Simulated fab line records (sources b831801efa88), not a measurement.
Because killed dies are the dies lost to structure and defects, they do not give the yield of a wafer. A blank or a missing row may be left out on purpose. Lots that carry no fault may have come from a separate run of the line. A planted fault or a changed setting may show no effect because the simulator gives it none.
Chamber matching    flow sky130    SKY_METAL4_ETCH_17 on rieDiel-02: 4 sister chambers
The step etches SiO2 in C4F8/O2/Ar, stops on TiN, time 3.9 s, target depth 15 nm. 8 wafers are shown with their chamber, then 12 later ones without.

## WAFERS, EACH WITH ITS CHAMBER
wafer   chamber  biasW (W)  oesProductAu (a.u.)
L085.2  2        1195       0.748
L086.2  1        1202       0.742
L086.4  2        1203       0.749
L086.5  3        1202       0.742
L086.6  0        1198       0.767
L087.1  3        1201       0.752
L087.4  1        1206       0.746
L087.5  0        1197       0.762

## WAFERS WITHOUT THEIR CHAMBER
wafer   biasW (W)  oesProductAu (a.u.)
L088.2  1200       0.757
L088.4  1208       0.751
L088.5  1207       0.754
L091.2  1196       0.746
L091.4  1203       0.759
L091.6  1203       0.762
L093.2  1200       0.746
L093.4  1205       0.761
L093.6  1206       0.759
L095.3  1201       0.745
L095.5  1201       0.752
L095.6  1206       0.755

## WHICH CHAMBER EACH ONE RAN IN
wafer   from the rows above                in truth
L088.2  can't be placed: 0 or 2 or 3 or 1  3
L088.4  can't be placed: 1 or 3 or 2       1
L088.5  can't be placed: 3 or 1 or 2 or 0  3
L091.2  can't be placed: 2 or 3 or 1       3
L091.4  can't be placed: 0 or 2 or 3 or 1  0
L091.6  can't be placed: 0 or 2 or 3       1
L093.2  can't be placed: 3 or 2 or 1       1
L093.4  can't be placed: 0 or 3 or 2 or 1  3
L093.6  can't be placed: 0 or 3 or 2 or 1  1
L095.3  can't be placed: 3 or 1 or 2       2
L095.5  can't be placed: 2 or 3 or 1       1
L095.6  can't be placed: 3 or 2 or 1 or 0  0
Placed correctly: 0 of 12. Can't be placed from these rows: 12 (the true chamber is among the candidates in 11). 0 placed wrongly.
How it was worked out, from the rows above alone: a wafer's distance from a chamber is the root of the sum, over the readings, of the square of ((its reading less the chamber's mean) divided by the reading's scatter). The wafer belongs to the nearest chamber; if the next one is less than 2 further off, it can't be placed. The mean given for a chamber averages the wafers shown for that chamber. The scatter is the square root of a quotient: the sum, over the shown wafers, of each reading's squared deviation from its chamber's mean, divided by wafers minus chambers.
